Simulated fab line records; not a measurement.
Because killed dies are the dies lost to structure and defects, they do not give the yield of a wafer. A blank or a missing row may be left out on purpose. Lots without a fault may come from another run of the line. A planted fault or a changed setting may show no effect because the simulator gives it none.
fab line records + flow sky130
[record]
- lots = 13
- wafers = 39
- lastDay = 50
route steps=708 shown CONTACT@420 VIA1@471 VIA2@518 PAD_OPEN@708
lots that met no fault: taken from a fault-free run of the same line
startH: hours from the record's first day to the start of the lot's first wafer shown + waitH: how many hours have passed since the lot's step before this one + " unchanged from the row above + L1.1+2: a single row standing in for several wafers + - value missing, or start not given + * or withheld: withheld + < > ~ a bound
route shown NAME@n: NAME is a module with steps in the file, n the number in the route of the first one + usual: average and standard deviation across the fault-free wafers + same: alike in all rows + chamber/n: place in a boat + sites: readings site by site + _std_site: how widely they spread, as a standard deviation + _edge_site: mean of outer sites minus mean of inner sites + radiusMm: how far each site lies from the wafer's centre + mask NAME#n: copy n + behind: the last tool/chamber to shape the wafer + hold: reason for holding the lot/hours on hold/outcome of the hold + device: which transistor (n, p or np) failed to switch + end of line: at the end of the route, the tests of the same wafers + a step with no rows: only its recipe + killed: count of dies lost to structure and defects at first sort (not the wafer's yield) + map: the dies of a wafer, with x for killed, . for not killed, _ for no die there
set.NAME: the setting the step ran with; set.NAME@STEP: the setting that earlier step ran with + model.NAME: the simulator's own value behind a step, which no gauge read
the route's steps for a sample of lots (tables are steps, rows are wafers)
services: a tool's chamber out of use, with start hour (startH, from the record's first day; less than 0 if before it), hours out, and reason
[[steps]]
[step SKY_CONTACT_CD_MEAS_14]
[recipe]
- targetCdNm = 170
[usual]
- cdNm = 170.3/1.6
| lot.wafer | tool     | chamber | startH | waitH | cdNm  |
|-----------|----------|---------|--------|-------|-------|
| L365.2    | cdSem-02 | -       | 741.60 | -     | 172.3 |
| L365.3    | "        | -       | "      | "     | 173.7 |
| L365.4    | "        | -       | "      | "     | 170.9 |
| L366.2    | cdSem-01 | -       | 748.63 | -     | 171.0 |
| L366.4    | "        | -       | "      | "     | 171.3 |
| L366.5    | "        | -       | "      | "     | 172.1 |
| L367.1    | cdSem-02 | -       | 766.06 | -     | 167.4 |
| L367.2    | "        | -       | "      | "     | 167.4 |
| L367.4    | "        | -       | "      | "     | 168.2 |
| L368.2    | cdSem-02 | -       | 768.75 | -     | 171.1 |
| L368.3    | "        | -       | "      | "     | 171.1 |
| L368.4    | "        | -       | "      | "     | 171.1 |
| L369.2    | cdSem-02 | -       | 782.40 | -     | 169.7 |
| L369.3    | "        | -       | "      | "     | 170.3 |
| L369.6    | "        | -       | "      | "     | 170.3 |
| L370.1    | cdSem-02 | -       | 789.71 | -     | 171.9 |
| L370.4    | "        | -       | "      | "     | 170.4 |
| L370.5    | "        | -       | "      | "     | 169.1 |
| L371.2    | cdSem-02 | -       | 794.18 | -     | 170.2 |
| L371.4    | "        | -       | "      | "     | 169.6 |
| L371.6    | "        | -       | "      | "     | 169.9 |
| L373.1    | cdSem-02 | -       | 809.08 | -     | 170.5 |
| L373.3    | "        | -       | "      | "     | 170.5 |
| L373.4    | "        | -       | "      | "     | 168.6 |
| L381.1    | cdSem-02 | -       | 861.98 | -     | 168.9 |
| L381.3    | "        | -       | "      | "     | 168.9 |
| L381.6    | "        | -       | "      | "     | 168.0 |
| L384.2    | cdSem-01 | -       | 882.60 | -     | 172.5 |
| L384.4    | "        | -       | "      | "     | 172.0 |
| L384.5    | "        | -       | "      | "     | 171.5 |
| L385.2    | cdSem-01 | -       | 898.70 | -     | 171.7 |
| L385.5    | "        | -       | "      | "     | 171.9 |
| L385.6    | "        | -       | "      | "     | 172.5 |
| L387.3    | cdSem-01 | -       | 902.22 | -     | 170.7 |
| L387.4    | "        | -       | "      | "     | 171.8 |
| L387.5    | "        | -       | "      | "     | 171.6 |
| L388.1    | cdSem-02 | -       | 905.01 | -     | 171.8 |
| L388.4    | "        | -       | "      | "     | 173.0 |
| L388.6    | "        | -       | "      | "     | 172.7 |
[step SKY_VIA1_OVL_MEAS_13]
[usual]
- VIA1_OVL = -2/5.5
| lot.wafer | tool       | chamber | startH | waitH | VIA1_OVL[nm] |
|-----------|------------|---------|--------|-------|--------------|
| L365.2    | overlay-01 | -       | 799.94 | 0.1   | -2           |
| L365.3    | "          | -       | "      | "     | 3            |
| L365.4    | "          | -       | "      | "     | -1           |
| L366.2    | overlay-02 | -       | 805.63 | 0.1   | -7           |
| L366.4    | "          | -       | "      | "     | -5           |
| L366.5    | "          | -       | "      | "     | -3           |
| L367.1    | overlay-02 | -       | 823.20 | 0.1   | -6           |
| L367.2    | "          | -       | "      | "     | -3           |
| L367.4    | "          | -       | "      | "     | -3           |
| L368.2    | overlay-01 | -       | 825.14 | 0.1   | 1            |
| L368.3    | "          | -       | "      | "     | -5           |
| L368.4    | "          | -       | "      | "     | -5           |
| L369.2    | overlay-01 | -       | 838.99 | 0.1   | -6           |
| L369.3    | "          | -       | "      | "     | -6           |
| L369.6    | "          | -       | "      | "     | -2           |
| L370.1    | overlay-01 | -       | 846.13 | 0.1   | 0            |
| L370.4    | "          | -       | "      | "     | -4           |
| L370.5    | "          | -       | "      | "     | -2           |
| L371.2    | overlay-02 | -       | 850.48 | 0.1   | 4            |
| L371.4    | "          | -       | "      | "     | 2            |
| L371.6    | "          | -       | "      | "     | 0            |
| L373.1    | overlay-02 | -       | 864.02 | 0.1   | 0            |
| L373.3    | "          | -       | "      | "     | 3            |
| L373.4    | "          | -       | "      | "     | 8            |
| L381.1    | overlay-01 | -       | 917.20 | 0.1   | 2            |
| L381.3    | "          | -       | "      | "     | -3           |
| L381.6    | "          | -       | "      | "     | -4           |
| L384.2    | overlay-02 | -       | 936.23 | 0.1   | -3           |
| L384.4    | "          | -       | "      | "     | -5           |
| L384.5    | "          | -       | "      | "     | -4           |
| L385.2    | overlay-01 | -       | 951.63 | 0.1   | -4           |
| L385.5    | "          | -       | "      | "     | 0            |
| L385.6    | "          | -       | "      | "     | 0            |
| L387.3    | overlay-02 | -       | 954.67 | 0.1   | -11          |
| L387.4    | "          | -       | "      | "     | -7           |
| L387.5    | "          | -       | "      | "     | -2           |
| L388.1    | overlay-01 | -       | 958.28 | 0.1   | -3           |
| L388.4    | "          | -       | "      | "     | -5           |
| L388.6    | "          | -       | "      | "     | -13          |
[step SKY_VIA2_DEVELOP_11]
[recipe]
- developTimeS = 60
- resist = KrF-thick
- devTempC = 21
[usual]
- developerTempC = 20.97/0.1
- exhaustPa = 44.8/0.74
| lot.wafer | tool          | chamber | startH | waitH | developerTempC | exhaustPa |
|-----------|---------------|---------|--------|-------|----------------|-----------|
| L365.2    | lithoTrack-02 | 0       | 856    | -     | 21.03          | 45.8      |
| L365.3    | "             | 0       | "      | "     | 20.91          | 45.3      |
| L365.4    | "             | 0       | "      | "     | 20.89          | 44.0      |
| L366.2    | lithoTrack-04 | 0       | 860    | -     | 20.94          | 45.0      |
| L366.4    | "             | 0       | "      | "     | 20.98          | 44.9      |
| L366.5    | "             | 0       | "      | "     | 20.93          | 45.0      |
| L367.1    | lithoTrack-03 | 0       | 878    | -     | 21.02          | 45.3      |
| L367.2    | "             | 0       | "      | "     | 20.85          | 46.0      |
| L367.4    | "             | 0       | "      | "     | 21.04          | 45.2      |
| L368.2    | lithoTrack-04 | 0       | 881    | -     | 21.11          | 45.1      |
| L368.3    | "             | 0       | "      | "     | 21.34          | 45.7      |
| L368.4    | "             | 0       | "      | "     | 21.06          | 44.2      |
| L369.2    | lithoTrack-02 | 0       | 893    | -     | 20.99          | 44.2      |
| L369.3    | "             | 0       | "      | "     | 20.86          | 44.2      |
| L369.6    | "             | 0       | 894    | -     | 20.87          | 43.5      |
| L370.1    | lithoTrack-03 | 0       | 900    | -     | 21.03          | 46.0      |
| L370.4    | "             | 0       | "      | "     | 21.15          | 44.7      |
| L370.5    | "             | 0       | "      | "     | 20.96          | 44.7      |
| L371.2    | lithoTrack-03 | 0       | 905    | -     | 21.13          | 45.0      |
| L371.4    | "             | 0       | "      | "     | 21.01          | 45.8      |
| L371.6    | "             | 0       | "      | "     | 20.91          | 46.1      |
| L373.1    | lithoTrack-04 | 0       | 917    | -     | 20.97          | 44.8      |
| L373.3    | "             | 0       | "      | "     | 20.99          | 44.9      |
| L373.4    | "             | 0       | "      | "     | 21.03          | 44.1      |
| L381.1    | lithoTrack-04 | 0       | 969    | -     | 22.91          | 45.3      |
| L381.3    | "             | 0       | "      | "     | 23.01          | 44.8      |
| L381.6    | "             | 0       | 970    | -     | 23.04          | 46.8      |
| L384.2    | lithoTrack-04 | 0       | 987    | -     | 23.18          | 43.6      |
| L384.4    | "             | 0       | "      | "     | 23.13          | 43.9      |
| L384.5    | "             | 0       | "      | "     | 23.23          | 44.3      |
| L385.2    | lithoTrack-03 | 0       | 1003   | -     | 20.92          | 45.3      |
| L385.5    | "             | 0       | "      | "     | 21.01          | 46.1      |
| L385.6    | "             | 0       | "      | "     | 20.91          | 45.7      |
| L387.3    | lithoTrack-02 | 0       | 1005   | -     | 21.01          | 44.9      |
| L387.4    | "             | 0       | "      | "     | 21.11          | 43.4      |
| L387.5    | "             | 0       | "      | "     | 20.87          | 45.7      |
| L388.1    | lithoTrack-03 | 0       | 1008   | -     | 21.06          | 44.8      |
| L388.4    | "             | 0       | "      | "     | 21.02          | 45.1      |
| L388.6    | "             | 0       | "      | "     | 20.81          | 45.5      |
[step SKY_VIA2_ETCH_15]
[recipe]
- target = SiO2
- chemistry = C4F8/O2/Ar
- targetDepthNm = 546
- stopOn = TiN
- maskMaterial = KrF-thick
- sourceW = 1500
- biasW = 1200
- pressureMtorr = 40
- c4f8FlowSccm = withheld
- O2_flow_sccm = 6
- Ar_flow_sccm = 300
- timeS = 84
[usual]
- biasW = 1200/3.4
- oesProductAu = 0.940/0.0048
| lot.wafer | tool       | chamber | startH  | waitH | biasW | oesProductAu | rfHoursCounterH |
|-----------|------------|---------|---------|-------|-------|--------------|-----------------|
| L365.2    | rieDiel-04 | 3       | 856.36  | 0.0   | 1203  | 0.944        | 10              |
| L365.3    | "          | 2       | "       | "     | 1203  | 0.944        | 10              |
| L365.4    | "          | 0       | "       | "     | 1210  | 0.939        | 18              |
| L366.2    | rieDiel-02 | 0       | 860.93  | 0.0   | 1199  | 0.938        | 16              |
| L366.4    | "          | 2       | "       | "     | 1198  | 0.934        | 22              |
| L366.5    | "          | 1       | "       | "     | 1199  | 0.939        | -               |
| L367.1    | rieDiel-04 | 2       | 878.78  | 0.0   | 1206  | 0.935        | 10              |
| L367.2    | "          | 3       | "       | "     | 1200  | 0.937        | 11              |
| L367.4    | "          | 0       | "       | "     | 1204  | 0.931        | 18              |
| L368.2    | rieDiel-04 | 1       | 881.88  | 0.0   | 1196  | 0.942        | 10              |
| L368.3    | "          | 0       | "       | "     | 1199  | 0.937        | 18              |
| L368.4    | "          | 3       | "       | "     | 1201  | 0.930        | 11              |
| L369.2    | rieDiel-02 | 2       | 894.26  | 0.0   | 1198  | 0.946        | 23              |
| L369.3    | "          | 1       | "       | "     | 1206  | 0.941        | 4               |
| L369.6    | "          | 2       | "       | "     | 1195  | 0.946        | -               |
| L370.1    | rieDiel-01 | 2       | 901.08  | 0.0   | 1196  | 0.933        | 1               |
| L370.4    | "          | 3       | "       | "     | 1195  | 0.944        | 3               |
| L370.5    | "          | 3       | "       | "     | 1204  | 0.937        | -               |
| L371.2    | rieDiel-04 | 2       | 905.48  | 0.0   | 1202  | 0.942        | 11              |
| L371.4    | "          | 1       | "       | "     | 1208  | 0.935        | 11              |
| L371.6    | "          | 2       | "       | "     | 1197  | 0.933        | -               |
| L373.1    | rieDiel-02 | 1       | 917.93  | 0.0   | 1196  | 0.941        | 5               |
| L373.3    | "          | 2       | "       | "     | 1202  | 0.936        | 24              |
| L373.4    | "          | 0       | "       | "     | 1204  | 0.948        | 18              |
| L381.1    | rieDiel-02 | 0       | 970.28  | 0.0   | 1200  | 0.941        | 20              |
| L381.3    | "          | 1       | "       | "     | 1202  | 0.943        | 6               |
| L381.6    | "          | 0       | "       | "     | 1198  | 0.946        | -               |
| L384.2    | rieDiel-01 | 1       | 988.08  | 0.0   | 1198  | 0.937        | 28              |
| L384.4    | "          | 0       | "       | "     | 1193  | 0.939        | 11              |
| L384.5    | "          | 1       | "       | "     | 1202  | 0.937        | -               |
| L385.2    | rieDiel-01 | 2       | 1004.18 | 0.0   | 1199  | 0.940        | 5               |
| L385.5    | "          | 3       | "       | "     | 1201  | 0.944        | -               |
| L385.6    | "          | 2       | "       | "     | 1199  | 0.950        | -               |
| L387.3    | rieDiel-04 | 3       | 1006.01 | 0.0   | 1201  | 0.939        | 15              |
| L387.4    | "          | 2       | "       | "     | 1192  | 0.940        | 13              |
| L387.5    | "          | 3       | "       | "     | 1202  | 0.940        | -               |
| L388.1    | rieDiel-01 | 3       | 1008.83 | 0.0   | 1202  | 0.940        | 6               |
| L388.4    | "          | 0       | "       | "     | 1201  | 0.932        | 11              |
| L388.6    | "          | 0       | "       | "     | 1205  | 0.941        | -               |
[step SKY_PAD_OPEN_PROBE_99]
[usual]
- defectLimitedYield = 82.2/2
- killed_at_M0_to_M3 = 45/7.2
- killed_at_M4_up = 3.0/1.8
- killedAtContacts = 25/6.1
- killedAtFrontEnd = 14/4.4
- killedAtOther = 0.2/0.44
- killedDies = 88/10
- killedOpen = 48/7.4
- killedShort = 40/6.3
- sort_bin_3_pad_short = 0.9/0.41
- sort_bin_5_function = 10.6/1.5
- sort_bin_6_memory = 6.4/1.2
- sortNPass = 404/10
- sortYieldPct = 82.2/2
[same]
- grossDies = 492
- killedAtBackSide = 0
- sort_bin_4_leakage[%] = 0
- sort_bin_8_speed[%] = 0
| lot.wafer | tool      | chamber | startH  | waitH | defectLimitedYield[%] | killed_at_M0_to_M3 | killed_at_M4_up | killedAtContacts | killedAtFrontEnd | killedAtOther | killedDies | killedOpen | killedShort | sort_bin_3_pad_short[%] | sort_bin_5_function[%] | sort_bin_6_memory[%] | sortNPass | sortYieldPct[%] |
|-----------|-----------|---------|---------|-------|-----------------------|--------------------|-----------------|------------------|------------------|---------------|------------|------------|-------------|-------------------------|------------------------|----------------------|-----------|-----------------|
| L381.6    | prober-01 | -       | 1171.90 | 0.2   | 83.9                  | 44                 | 3               | 20               | 12               | 0             | 79         | 40         | 39          | 0.6                     | 10.6                   | 4.9                  | 413       | 83.9            |
| L384.2    | prober-02 | -       | 1186.23 | 0.1   | 82.9                  | 44                 | 2               | 19               | 19               | 0             | 84         | 45         | 39          | 0.8                     | 10.8                   | 5.5                  | 408       | 82.9            |
// killed by level:class
L381.6 VIA1:geometricParticle:open=11 CONTACT:geometricParticle:open=10 VIA1:geometricParticle:short=8 FIELD_ISO:geometricParticle:short=5 VIA3:geometricParticle:open=5 LOCAL_INTERCONNECT:geometricParticle:short=5 METAL2:geometricParticle:short=5 METAL1:geometricParticle:short=4
L384.2 VIA1:geometricParticle:open=14 CONTACT:geometricParticle:open=8 FIELD_ISO:geometricParticle:short=6 POLY_GATE:geometricParticle:short=6 LOCAL_INTERCONNECT:geometricParticle:short=6 VIA1:geometricParticle:short=6 VIA2:geometricParticle:open=5 FIELD_ISO:geometricParticle:open=4
[[services]]
| tool       | chamber | startH | hours | kind          |
|------------|---------|--------|-------|---------------|
| rieDiel-02 | 1       | 834.85 | 6.6   | repair        |
| rieDiel-01 | 2       | 841.28 | -     | clean         |
| rieDiel-01 | 2       | 841.28 | 15.1  | scheduledDown |
| rieDiel-01 | 2       | 841.28 | 15.1  | ventCycle     |
| rieDiel-02 | 2       | 843.31 | 2.1   | repair        |
| rieDiel-01 | 0       | 849.31 | 5.6   | repair        |
| rieDiel-01 | 2       | 873.41 | 3.2   | repair        |
| rieDiel-02 | -       | 901.33 | 2.8   | pm            |
| rieDiel-02 | 2       | 923.05 | 2.4   | repair        |
| rieDiel-02 | 2       | 942.38 | 8.4   | repair        |
| rieDiel-01 | 3       | 945.28 | 13.7  | repair        |
| rieDiel-01 | 0       | 962.08 | 4.7   | repair        |
| rieDiel-04 | 3       | 980.33 | 1.7   | repair        |
[[key]]
[firstSign]
- step = SKY_VIA2_DEVELOP_11
- reading = developerTempC
- direction = up
- sigmas = 21
- usual = *
- struck = *
effect none on later readings
metAt SKY_VIA2_DEVELOP_11
struckLots L381,L384
[loopTrim]
- step = SKY_VIA2_EXPOSE_09
- setting = dose
- lots = L384
notActingAt SKY_CONTACT_CD_MEAS_14,SKY_VIA1_OVL_MEAS_13,SKY_VIA2_ETCH_15
onsetBetween 917 969
[fault]
- kind = processParameterDrift
- tool = lithoTrack-04
- chamber = -
- onsetH = 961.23
- steps = SKY_VIA2_DEVELOP_11
- channel = devTempC
- offset = *
- shape = step
- endH = 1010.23
- actsIn = *
- stated = *
// loopTrim: a control loop set the setting to another value than it would have without faults
